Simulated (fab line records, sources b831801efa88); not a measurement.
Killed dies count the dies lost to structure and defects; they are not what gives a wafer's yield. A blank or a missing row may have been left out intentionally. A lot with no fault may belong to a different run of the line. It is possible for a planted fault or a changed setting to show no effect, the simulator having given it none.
The same fault as seen by 2 desks -- flow sky130 -- only its own numbers are on each desk; what lay behind them is given at the end

TOOL OWNER'S DESK, litho-track-02
The tool's own readings at SKY_VT_ADJUST_PCH_DEVELOP_06 (develop time 60 s): means of the sampled wafers that have a number, for each lot that ran on this tool. Any lot whose mean is over 4 standard deviations away from the usual mean is out of limits and marked OUT; that distance is given in the brackets.
Columns: A = developer-temp-C at SKY_VT_ADJUST_PCH_DEVELOP_06, usual 23.00 C
lot,first seen here,A
L489,day 10 16:00,22.95
L497,day 13 06:00,23.05
L500,day 14 06:00,22.10 (-8.2) OUT
L501,day 14 18:00,22.09 (-8.3) OUT
This desk's verdict: out of limits on L500, L501, starting with L500 at day 14 06:00 (developer-temp-C at SKY_VT_ADJUST_PCH_DEVELOP_06). L489, L497: within limits.

THE METROLOGY DESK
What the gauges read for every lot (on any tool): the sampled wafers with a number, averaged. Any lot whose mean is over 4 standard deviations away from the usual mean is out of limits and marked OUT; that distance is given in the brackets.
Columns: A = FIELD_ISO_CVD_24_THK at SKY_FIELD_ISO_THK_MEAS_25, usual 595 nm
lot,first seen here,A
L488,day 2 06:58,602
L489,day 2 13:29,596
L491,day 3 00:05,589
L492,day 3 02:58,591
L493,day 3 10:13,601
L494,day 3 17:05,598
L497,day 4 06:58,588
L500,day 4 21:47,595
L501,day 5 04:29,597
L504,day 5 18:13,586
L506,day 6 04:12,596
L508,day 6 16:01,596
L509,day 6 20:24,593
L511,day 7 08:48,599
This desk's finding: nothing out of limits on any of the 14 lots.

TAKEN TOGETHER
An alarm could have come from the tool owner's desk at day 14 06:00, on L500, L501.
From the metrology desk's view, nothing was out of limits.
The metrology desk holds a record of L500, L501, inside its limits.
Of the lots named, all ran SKY_VT_ADJUST_PCH_DEVELOP_06 on litho-track-02.

WHAT WAS PUT IN BY THE SIMULATOR
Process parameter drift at SKY_VT_ADJUST_PCH_DEVELOP_06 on litho-track-02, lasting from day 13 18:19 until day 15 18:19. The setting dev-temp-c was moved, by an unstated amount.
Struck lots among those shown: L500, L501.
Each desk's first reading out of limits, in hours after the fault started: the tool owner's desk, 12.
